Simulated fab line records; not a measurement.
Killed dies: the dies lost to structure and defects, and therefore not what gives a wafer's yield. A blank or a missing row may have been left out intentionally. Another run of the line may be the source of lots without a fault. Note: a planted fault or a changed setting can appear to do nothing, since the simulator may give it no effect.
Which of the tools did it? ; flow sky130 ; 14 lots with 42 wafers sampled at 4 steps, on a route of 708 steps

## WHAT EACH GAUGE READ, for each wafer
Not one reading of a measure or inspect step in the record can be checked against a usual standard deviation.

## EACH LOT AND THE TOOL THAT RAN IT (in order: tool; ch and the chambers of the sampled wafers; start)
lot;SKY_VIA2_ETCH_14;SKY_VIA2_ETCH_15;SKY_VIA2_STRIP_16;SKY_METAL3_SPUTTER_00
L463;rie_diel-02 ch 0,1, day 36 23:04;rie_diel-02 ch 0,1, day 36 23:07;plasma_asher-03 ch 0,1, day 36 23:10;pvd_sputter-02, day 37 00:33
L464;rie_diel-03 ch 1,2, day 37 10:51;rie_diel-03 ch 1,2, day 37 10:54;plasma_asher-04 ch 0,1, day 37 10:59;pvd_sputter-04, day 37 12:18
L465;rie_diel-03 ch 1,2,3, day 37 14:27;rie_diel-03 ch 1,2,3, day 37 14:30;plasma_asher-04 ch 0,1, day 37 14:34;pvd_sputter-03, day 37 15:55
L469;rie_diel-02 ch 0,1,3, day 38 18:11;rie_diel-02 ch 0,1,3, day 38 18:14;plasma_asher-01 ch 0,1, day 38 18:17;pvd_sputter-04, day 38 19:34
L470;rie_diel-02 ch 0,1,2, day 39 00:16;rie_diel-02 ch 0,1,2, day 39 00:19;plasma_asher-03 ch 0,1, day 39 00:22;pvd_sputter-02, day 39 01:38
L473;rie_diel-03 ch 1,2, day 40 09:09;rie_diel-03 ch 1,2, day 40 09:12;plasma_asher-03 ch 0,1, day 40 09:16;pvd_sputter-04, day 40 10:32
L476;rie_diel-04 ch 0,1, day 40 16:05;rie_diel-04 ch 0,1, day 40 16:08;plasma_asher-04 ch 0,1, day 40 16:13;pvd_sputter-04, day 40 17:27
L478;rie_diel-03 ch 0,1,2, day 41 01:25;rie_diel-03 ch 0,1,2, day 41 01:28;plasma_asher-04 ch 0,1, day 41 01:31;pvd_sputter-02, day 41 02:55
L479;rie_diel-04 ch 0,1,2, day 41 07:42;rie_diel-04 ch 0,1,2, day 41 07:45;plasma_asher-03 ch 0,1, day 41 07:49;pvd_sputter-04, day 41 09:06
L481;rie_diel-04 ch 0,1, day 41 15:53;rie_diel-04 ch 0,1, day 41 15:56;plasma_asher-03 ch 0,1, day 41 16:01;pvd_sputter-04, day 41 17:15
L482;rie_diel-02 ch 0,1, day 42 04:11;rie_diel-02 ch 0,1, day 42 04:14;plasma_asher-04 ch 0,1, day 42 04:19;pvd_sputter-03, day 42 05:33
L483;rie_diel-02 ch 0,2,3, day 42 07:58;rie_diel-02 ch 0,2,3, day 42 08:01;plasma_asher-03 ch 0,1, day 42 08:07;pvd_sputter-03, day 42 09:20
L484;rie_diel-03 ch 1,2,3, day 42 11:49;rie_diel-03 ch 1,2,3, day 42 11:52;plasma_asher-01 ch 0,1, day 42 11:55;pvd_sputter-02, day 42 13:11
L486;rie_diel-02 ch 0,2,3, day 43 01:00;rie_diel-02 ch 0,2,3, day 43 01:03;plasma_asher-03 ch 0,1, day 43 01:07;pvd_sputter-04, day 43 02:23
- SKY_VIA2_ETCH_14: etches BARC in N2/H2, stops on SiO2, time 45.9 s, target depth 60 nm.
- SKY_VIA2_ETCH_15: etches SiO2 in C4F8/O2/Ar, stops on TiN, target depth 546 nm, time 84 s.
- SKY_VIA2_STRIP_16: strips in O2/N2.
- SKY_METAL3_SPUTTER_00: material Ti, target thk 15 nm, time 10 s.

## AS READ BY THE TOOLS THEMSELVES (means over the sampled wafers that have a number; for cases with no such wafer, the mark the record gives instead)
SKY_VIA2_ETCH_14.
lot;tool;drypump_motor_current_A (A);oes_product_au (a.u.);run_length_s (s);throttle_valve_pct (%)
L463;rie_diel-02;5.4;0.852;74.1;13.227
L464;rie_diel-03;5.8;0.850;73.6;13.218
L465;rie_diel-03;6.0;0.850;74.0;13.223
L469;rie_diel-02;5.8;0.908;66.5;13.231
L470;rie_diel-02;5.5;0.962;59.4;13.232
L473;rie_diel-03;5.8;0.854;73.6;13.225
L476;rie_diel-04;6.4;0.853;74.0;13.226
L478;rie_diel-03;5.8;0.853;74.1;13.219
L479;rie_diel-04;6.1;0.853;73.9;13.230
L481;rie_diel-04;6.2;0.854;74.3;13.231
L482;rie_diel-02;5.9;0.856;74.9;13.228
L483;rie_diel-02;5.9;0.852;74.6;13.228
L484;rie_diel-03;6.0;0.850;73.9;13.226
L486;rie_diel-02;5.9;0.856;74.9;13.227

SKY_VIA2_ETCH_15.
lot;tool;oes_product_au (a.u.);run_length_s (s)
L463;rie_diel-02;0.941;112.4
L464;rie_diel-03;0.938;111.8
L465;rie_diel-03;0.941;112.2
L469;rie_diel-02;0.749;112.6
L470;rie_diel-02;0.563;112.5
L473;rie_diel-03;0.938;112.1
L476;rie_diel-04;0.940;112.0
L478;rie_diel-03;0.943;112.1
L479;rie_diel-04;0.940;111.9
L481;rie_diel-04;0.939;112.5
L482;rie_diel-02;0.944;112.7
L483;rie_diel-02;0.946;112.7
L484;rie_diel-03;0.943;112.0
L486;rie_diel-02;0.941;113.0

SKY_VIA2_STRIP_16.
lot;tool;drypump_motor_current_A (A);oes_product_au (a.u.);strip_time_to_endpoint_s (s)
L463;plasma_asher-03;5.82;0.400;4.01
L464;plasma_asher-04;6.13;0.395;4.05
L465;plasma_asher-04;6.17;0.394;4.01
L469;plasma_asher-01;5.45;0.406;4.12
L470;plasma_asher-03;5.74;0.403;4.16
L473;plasma_asher-03;5.82;0.400;4.07
L476;plasma_asher-04;5.97;0.397;4.05
L478;plasma_asher-04;6.14;0.405;4.09
L479;plasma_asher-03;5.77;0.403;4.03
L481;plasma_asher-03;5.81;0.396;4.07
L482;plasma_asher-04;6.16;0.404;4.06
L483;plasma_asher-03;5.73;0.397;4.02
L484;plasma_asher-01;5.46;0.400;4.07
L486;plasma_asher-03;5.78;0.398;4.05

SKY_METAL3_SPUTTER_00.
lot;tool;cathode_dc_power_W (W);throttle_valve_pct (%)
L463;pvd_sputter-02;2999.9;30.2
L464;pvd_sputter-04;2999.6;30.4
L465;pvd_sputter-03;2999.8;28.7
L469;pvd_sputter-04;2999.3;30.3
L470;pvd_sputter-02;2999.8;29.7
L473;pvd_sputter-04;3000.3;30.3
L476;pvd_sputter-04;3000.3;30.2
L478;pvd_sputter-02;3000.4;29.9
L479;pvd_sputter-04;2999.7;30.7
L481;pvd_sputter-04;2999.8;30.3
L482;pvd_sputter-03;2999.3;27.9
L483;pvd_sputter-03;3000.0;29.5
L484;pvd_sputter-02;3000.1;29.8
L486;pvd_sputter-04;3000.3;30.0

## THE ANSWER, worked out from the rows above alone
Rule: the usual values come from the lots themselves. The widest of any qualifying gaps counts: lots, ordered by their means at a reading, are off when they make up no more than a third of the lots, leave a main group of 4 or more, and stand apart from it by 3 or more times the standard deviation of that group's means. Not used: any main group whose means are identical at the precision the tables above print for the reading. Also off: a lot with no number at a reading for which 4 or more lots have one. Any other lot the step has rows for is counted as sound. After the gauges, taken in route order, come the tools' own readings; for these a lot's mean is taken, as printed above. At the first step where some lot is off, the reading lying furthest off is the one used; lots without a number count as furthest.
Off, at SKY_VIA2_ETCH_14 on oes_product_au: L469, L470. Mean 0.853 a.u. and standard deviation 0.002 in the main group.
If a tool, at that step or one of the process steps before it, ran each lot that is off and ran no sound lot following the first of them, it fits. No candidate that was tried fits.

## WHAT THE SIMULATOR PUT IN
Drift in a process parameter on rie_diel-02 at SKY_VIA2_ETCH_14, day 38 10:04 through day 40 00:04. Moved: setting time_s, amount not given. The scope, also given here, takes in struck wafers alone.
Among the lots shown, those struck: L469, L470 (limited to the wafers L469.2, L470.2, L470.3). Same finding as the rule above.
